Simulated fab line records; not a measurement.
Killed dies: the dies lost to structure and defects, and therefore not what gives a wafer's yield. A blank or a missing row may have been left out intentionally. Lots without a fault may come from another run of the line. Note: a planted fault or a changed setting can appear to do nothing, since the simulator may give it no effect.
A lot that was struck, set against a sound lot    flow sky130    44 steps out of a route of 708
Sound: these wafers, L138.2, L138.4, L138.5. Struck: wafer L147.2. (L147.3, L147.4 of the same lot were not struck and are left out.) The cause comes at the end.
For every step that has rows: the tool of each side, followed by ch and its chambers, followed by its first start. Under that, the readings that differ: sound wafers    struck wafers    difference of the means    sigmas: that difference in standard deviations of wafers without a fault.
alike: readings with means less than 2 such deviations apart, plus words and numbers identical on both sides. not compared: withheld readings, readings lacking a value on some wafer, bounds such as >300 that could conceal the same value, and numbers that have no deviation in the record and whose values overlap.
The two part at a step that has a row with sigmas, a row that says differs or no value, or rows on one side only. Non-overlapping numbers with no deviation appear without sigmas and do not part them. A reading that every wafer of one side lacks parts them only if that side has two wafers or more.

first, 3 steps without rows for these wafers: SKY_VIA2_CLEAN_18 (cleans in IPA, time 180 s); SKY_VIA2_CLEAN_19 (cleans in O3/DIW); SKY_VIA2_SPUTTER_20 (material TiN, target thk 20 nm, time 80 s).
SKY_VIA2_CVD_21: deposits W, target thk 420 nm, time 126.4 s.
  sound on cvd w-01 ch 0,1, day 39 00:56; struck on cvd w-02 ch 1, day 40 22:37
  alike: heater power w
SKY_VIA2_RS_MEAS_22: measurement is done with a four-point probe.
  sound on film metro-03, day 39 01:05; struck on film metro-03, day 40 22:46
  alike: VIA2_W_RS
SKY_VIA2_THK_MEAS_23: measures by xrf.
  sound on film metro-03, day 39 01:12; struck on film metro-03, day 40 22:53
  alike: VIA2_W_THK
then, 2 steps without rows for these wafers: SKY_VIA2_CMP_24 (polishes, stops on SiO2, t overpolish 20 s, target thk 0 nm); SKY_METAL3_SPUTTER_00 (material Ti, target thk 15 nm, time 10 s).
SKY_METAL3_SPUTTER_01: material TiN, target thk 20 nm, time 16.7 s.
  sound on pvd sputter-04, day 39 01:34; struck on pvd sputter-04, day 40 23:15
  alike: throttle valve pct
SKY_METAL3_SPUTTER_02: material AlCu, target thk 735 nm, time 39.1 s.
  sound on pvd sputter-04, day 39 01:36; struck on pvd sputter-04, day 40 23:16
  alike: throttle valve pct
SKY_METAL3_SPUTTER_03: material Ti, target thk 5 nm, time 3.3 s.
  sound on pvd sputter-04, day 39 01:38; struck on pvd sputter-04, day 40 23:19
  alike: throttle valve pct
then, 1 step without rows for these wafers: SKY_METAL3_SPUTTER_04 (material TiN, target thk 70 nm, time 58.3 s).
SKY_CAPM_CVD_00: deposits SiO2, target thk 15.5 nm.
  sound on pecvd-01 ch 1,2, day 39 01:42; struck on pecvd-01 ch 0, day 40 23:23
reading             sound          struck  difference  sigmas
heater power w (W)  1015 926 1040  683     -311        -2
SKY_CAPM_THK_MEAS_01:
  sound on film metro-02, day 39 01:44; struck on film metro-03, day 40 23:25
reading               sound              struck  difference  sigmas
CAPM_CVD_00_THK (nm)  15.07 15.34 14.98  13.53   -1.60       -8
SKY_CAPM_SPUTTER_02: material TiN, target thk 200 nm, time 166.7 s.
  sound on pvd sputter-03, day 39 01:47; struck on pvd sputter-01, day 40 23:28
  alike: throttle valve pct
SKY_CAPM_RS_MEAS_03: measurement is done with a four-point probe.
  sound on film metro-02, day 39 01:55; struck on film metro-03, day 40 23:35
  alike: CAPM_TIN_RS
SKY_CAPM_THK_MEAS_04: measures by xrf.
  sound on film metro-02, day 39 02:01; struck on film metro-03, day 40 23:42
  alike: CAPM_TIN_THK
then, 7 steps without rows for these wafers: SKY_CAPM_DEHYDRATE_05 (time 60 s); SKY_CAPM_HMDS_06 (prime time 60 s); SKY_CAPM_COAT_07 (resist thk 1140 nm); SKY_CAPM_SOFTBAKE_08 (time 60 s); SKY_CAPM_EXPOSE_09 (exposes mask CAPM, target cd 1000 nm); SKY_CAPM_PEB_10; SKY_CAPM_DEVELOP_11 (develop time 60 s).
SKY_CAPM_OVL_MEAS_12:
  sound on overlay-01, day 40 02:50; struck on overlay-02, day 41 23:42
  alike: CAPM_OVL
then, 13 steps without rows for these wafers: SKY_CAPM_METAL_ETCH_13 (etches TiN in Cl2/BCl3, stops on SiO2, target depth 220 nm, time 62.9 s); SKY_CAPM_STRIP_14 (strips in O2/N2); SKY_CAPM_STRIP_15 (strips in post etch residue remover, time 1200 s); SKY_CAPM_CLEAN_16 (cleans in IPA, time 180 s); SKY_CAPM_CLEAN_17 (cleans in O3/DIW); SKY_METAL3_DEHYDRATE_05 (time 60 s); SKY_METAL3_HMDS_06 (prime time 60 s); SKY_METAL3_COAT_07 (resist thk 60 nm); SKY_METAL3_COAT_08 (resist thk 1140 nm); SKY_METAL3_SOFTBAKE_09 (time 90 s); SKY_METAL3_EXPOSE_10 (exposes mask MM3, target cd 300 nm); SKY_METAL3_PEB_11; SKY_METAL3_DEVELOP_12 (develop time 60 s).
SKY_METAL3_CD_MEAS_13: the cd target is 300 nm.
  sound on cd sem-02, day 41 03:37; struck on cd sem-01, day 42 23:35
  alike: cd nm
SKY_METAL3_OVL_MEAS_14:
  sound on overlay-01, day 41 03:44; struck on overlay-02, day 42 23:42
  alike: METAL3_OVL
then, 2 steps without rows for these wafers: SKY_METAL3_DESCUM_15 (chemistry O2, time 8 s); SKY_METAL3_ETCH_16 (etches BARC in N2/H2, stops on SiO2, time 88.2 s, target depth 60 nm).
SKY_METAL3_ETCH_17: etches SiO2 in C4F8/O2/Ar, stops on TiN, time 3.9 s, target depth 15 nm.
  sound on rie diel-04 ch 1,2,3, day 41 03:53; struck on rie diel-02 ch 3, day 42 23:52
reading                sound              struck  difference  sigmas
oes product au (a.u.)  0.746 0.747 0.741  0.706   -0.039      -6
  not compared: rf hours counter h
-- the record jumps here: 6 days lie between the struck wafers' starts before and after (it left off in module METAL3 and takes up again in module PAD_OPEN, whose first step shown is number 708 of the route) --
SKY_PAD_OPEN_PROBE_99:
  sound on prober-02, day 47 21:56; struck on prober-01, day 49 09:20
reading                                       sound                      struck     difference  sigmas
model.etest.tester.sort n pass                415 413 393                344        -63         
model.etest.tester.sort yield pct (%)         84.35 83.94 79.88          69.92      -12.80      
model.etest.tester.sort_bin_5_pct (%)         10.37 8.943 12.4           22.56      +11.99      
model.etest.cap mim.c ff um2 rim less centre  -0.02248 0.01935 0.004669  0.7609     +0.7604     
model.etest.tester.sort_bin_8_pct (%)         0 0 0                      1.196e-09  +1.196e-09  
  alike: defect limited yield, killed_at_M0_to_M3, killed_at_M4_up, killed at contacts, killed at front end, killed at other, killed dies, killed open, killed short

== WHERE THEY PART ==
Last at SKY_METAL3_ETCH_17 as far as this record goes, first at SKY_CAPM_CVD_00. Later steps at which nothing parts them and some readings are alike: SKY_PAD_OPEN_PROBE_99.

WHY: the cause the simulator had injected
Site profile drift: pecvd-01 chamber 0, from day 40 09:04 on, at SKY_CAPM_CVD_00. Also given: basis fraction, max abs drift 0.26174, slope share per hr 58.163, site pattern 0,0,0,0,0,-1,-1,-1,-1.
